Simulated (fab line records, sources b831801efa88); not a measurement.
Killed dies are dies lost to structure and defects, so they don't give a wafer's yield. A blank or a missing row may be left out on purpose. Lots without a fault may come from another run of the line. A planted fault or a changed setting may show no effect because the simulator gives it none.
Tool commonality check | flow gf180mcu | 12 lots, 36 wafers sampled

WHY IT WAS OPENED
At GF_HV_LDD_TW_MEAS_38 the reading HV_LDD_3_TW is flagged on 1 of 12 lots. Wafers without a fault read 1441, standard deviation 6.3.
Rule: a lot is flagged when every wafer of it that has a number lies more than 4 standard deviations from that mean, or none has a number. The other lots count as sound.

lot  | measured     | on            | HV_LDD_3_TW, wafer by wafer | flag
L419 | day 12 07:14 | film_metro-04 | 1443 1450 1445              |
L420 | day 12 18:29 | film_metro-01 | 1440 1439 1443              |
L421 | day 12 23:31 | film_metro-03 | 1439 1444 1445              |
L422 | day 13 12:30 | film_metro-04 | 1443 1437 1438              |
L424 | day 14 09:38 | film_metro-04 | 1442 1440 1437              |
L425 | day 14 16:16 | film_metro-04 | 1443 1439 1439              |
L427 | day 15 01:18 | film_metro-01 | 1439 1432 1441              |
L434 | day 17 07:45 | film_metro-04 | 30 30 30                    | FLAGGED
L436 | day 18 00:22 | film_metro-03 | 1430 1436 1436              |
L438 | day 18 19:38 | film_metro-03 | 1432 1439 1437              |
L439 | day 18 23:41 | film_metro-04 | 1444 1435 1448              |
L440 | day 19 05:34 | film_metro-03 | 1450 1442 1441              |
The numbers of the flagged lots are 30 on average: -1411 against the usual, or -99 or more standard deviations.

WHICH TOOL RAN EACH LOT
The record holds 2 process steps before the reading, out of a route of 602 steps. In each cell: the tool, then ch and the chambers that the sampled wafers went through, then the start.
lot  | flag    | GF_POLY_GATE_ETCH_12               | GF_HV_LDD_EXPOSE_28
L419 |         | rie_diel-01 ch 0,1,3, day 9 20:26  | iline_stepper-02 ch 0, day 11 21:21
L420 |         | rie_diel-02 ch 0,3, day 10 05:59   | iline_stepper-02 ch 0, day 12 07:54
L421 |         | rie_diel-03 ch 0,1, day 10 11:59   | iline_stepper-01 ch 0, day 12 13:04
L422 |         | rie_diel-01 ch 0,1,2, day 10 23:02 | iline_stepper-01 ch 0, day 13 01:16
L424 |         | rie_diel-03 ch 0,1,2, day 11 17:52 | iline_stepper-02 ch 0, day 13 22:52
L425 |         | rie_diel-01 ch 1,2,3, day 12 00:22 | iline_stepper-02 ch 0, day 14 05:23
L427 |         | rie_diel-02 ch 0,1,2, day 12 06:17 | iline_stepper-02 ch 0, day 14 13:36
L434 | FLAGGED | rie_diel-02 ch 1,2,3, day 14 09:31 | iline_stepper-02 ch 0, day 16 19:37
L436 |         | rie_diel-01 ch 0,1,2, day 15 00:17 | iline_stepper-02 ch 0, day 17 12:25
L438 |         | rie_diel-03 ch 0,3, day 15 14:38   | iline_stepper-02 ch 0, day 18 06:17
L439 |         | rie_diel-02 ch 0,2, day 15 22:07   | iline_stepper-02 ch 0, day 18 10:47
L440 |         | rie_diel-03 ch 0,1, day 16 03:17   | iline_stepper-02 ch 0, day 18 16:53
What these steps do:
- GF_POLY_GATE_ETCH_12: etches BARC in N2/H2.
- GF_HV_LDD_EXPOSE_28: exposes mask Nplus HV AREA, target cd 400 nm.
- GF_HV_LDD_TW_MEAS_38

FLAGGED OVER TOTAL, TOOL BY TOOL (the gauges that took the reading come last)
step                 | tool             | lots run | flagged | share of the flagged lots | sound lots run after its first flagged lot
GF_POLY_GATE_ETCH_12 | rie_diel-01      | 4        | 0       | none                      | -
GF_POLY_GATE_ETCH_12 | rie_diel-02      | 4        | 1       | all                       | 1 (L439)
GF_POLY_GATE_ETCH_12 | rie_diel-03      | 4        | 0       | none                      | -
GF_HV_LDD_EXPOSE_28  | iline_stepper-01 | 2        | 0       | none                      | -
GF_HV_LDD_EXPOSE_28  | iline_stepper-02 | 10       | 1       | all                       | 4 (L436,L438,L439,L440)
GF_HV_LDD_TW_MEAS_38 | film_metro-01    | 2        | 0       | none                      | -
GF_HV_LDD_TW_MEAS_38 | film_metro-03    | 4        | 0       | none                      | -
GF_HV_LDD_TW_MEAS_38 | film_metro-04    | 6        | 1       | all                       | 1 (L439)

WHAT THE TABLE ALLOWS
3 rows of the table ran every flagged lot: rie_diel-02 at GF_POLY_GATE_ETCH_12, iline_stepper-02 at GF_HV_LDD_EXPOSE_28, film_metro-04 at GF_HV_LDD_TW_MEAS_38.
- rie_diel-02 at GF_POLY_GATE_ETCH_12: 1 of its 4 lots flagged. Sound lots ran on it after the first flagged one (L439), which a lasting fault on the whole tool wouldn't allow.
- iline_stepper-02 at GF_HV_LDD_EXPOSE_28: 1 of its 10 lots flagged. Sound lots ran on it after the first flagged one (L436, L438, L439, L440), which a lasting fault on the whole tool wouldn't allow.
- film_metro-04 at GF_HV_LDD_TW_MEAS_38: 1 of its 6 lots flagged. Sound lots ran on it after the first flagged one (L439), which a lasting fault on the whole tool wouldn't allow.
No row of the table ran every flagged lot and no sound lot after the first.

WHAT THE SIMULATOR HAD PUT IN
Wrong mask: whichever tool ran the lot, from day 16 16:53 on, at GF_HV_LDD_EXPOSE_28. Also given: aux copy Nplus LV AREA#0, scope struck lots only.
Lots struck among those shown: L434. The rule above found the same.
